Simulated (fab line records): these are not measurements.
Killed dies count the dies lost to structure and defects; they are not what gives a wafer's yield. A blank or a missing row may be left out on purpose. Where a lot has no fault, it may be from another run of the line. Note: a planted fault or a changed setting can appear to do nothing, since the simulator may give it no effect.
A single fault, viewed from 2 desks -- flow sky130 -- what lay behind the numbers comes last; until then each desk has only its own

== THE METROLOGY DESK ==
Means of the sampled wafers that have a number, per lot and without regard to the tool the lot ran on: this is what the gauges read. Any lot whose mean is over 4 standard deviations away from the usual mean is out of limits and marked OUT; that distance is given in the brackets.
Columns: A = LDD_HVP_OVL at SKY_LDD_HVP_OVL_MEAS_07, usual 0.7 nm; B = cd-nm at SKY_POLY_CUT_CD_MEAS_08, usual 269.8 nm; C = SD_P_OVL at SKY_SD_P_OVL_MEAS_08, usual -1.4 nm; D = SD_N_TW at SKY_SD_N_TW_MEAS_12, usual 3966; E = SD_N_RS at SKY_SD_N_RS_MEAS_16, usual 68.47 ohm/sq
lot,first seen here,A,B,C,D,E
L707,day 22 16:11,1.1,268.6,-1.1,3956,68.59
L709,day 23 02:06,1.5,268.2,-3.4,3993,68.44
L711,day 24 05:16,0.5,268.6,0.2,3965,68.37
L712,day 24 16:06,-0.2,270.2,-1.4,3971,68.47
L714,day 25 01:19,-0.4,270.3,0.3,3932,68.49
L719,day 26 21:11,-0.5,270.6,-0.3,3991,68.59
L720,day 27 10:33,-1.1,270.1,-0.5,3973,68.50
L721,day 27 17:13,0.3,268.7,-1.7,3921,68.55
L726,day 29 07:56,-0.2,270.2,-2.6,3813 (-6.1) OUT,74.31 (+58) OUT
L727,day 29 22:35,2.4,269.4,-3.5,3974,68.45
L728,day 30 07:30,-0.2,269.1,-1.8,3794 (-6.9) OUT,74.29 (+58) OUT
Finding of this desk: L726, L728 out of limits, first seen on L726 at day 35 02:42 (SD_N_TW at SKY_SD_N_TW_MEAS_12). Within limits: L707, L709, L711, L712, L714, L719, L720, L721, L727.

== AT THE TOOL OWNER'S DESK: implanter-04 ==
The tool's own readings at SKY_SD_N_IMPLANT_09: means of the sampled wafers that have a number, for each lot that ran on this tool. Any lot whose mean is over 4 standard deviations away from the usual mean is out of limits and marked OUT; that distance is given in the brackets.
Columns: A = beam-energy-keV at SKY_SD_N_IMPLANT_09, usual 50.000
lot,first seen here,A
L707,day 28 22:47,50.017
L714,day 31 04:04,50.032
L720,day 33 09:59,50.015
L726,day 35 02:18,42.464 (-99 or more) OUT
L728,day 36 00:28,42.489 (-99 or more) OUT
This desk's verdict: out of limits on L726, L728, starting with L726 at day 35 02:18 (beam-energy-keV at SKY_SD_N_IMPLANT_09). Within limits: L707, L714, L720.

== ALL TOGETHER ==
An alarm could have come from the tool owner's desk at day 35 02:18, on L726, L728.
The metrology desk could have raised an alarm at day 35 02:42, on L726, L728.
Of the lots named, all ran SKY_SD_N_IMPLANT_09 on implanter-04.

== WHAT THE SIMULATOR HAD PUT IN ==
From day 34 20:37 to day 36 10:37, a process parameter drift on implanter-04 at SKY_SD_N_IMPLANT_09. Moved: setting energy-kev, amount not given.
Shown lots that were struck: L726, L728.
Hours from the fault's start to each desk's first reading out of limits: the tool owner's desk, 6; the metrology desk, 6.
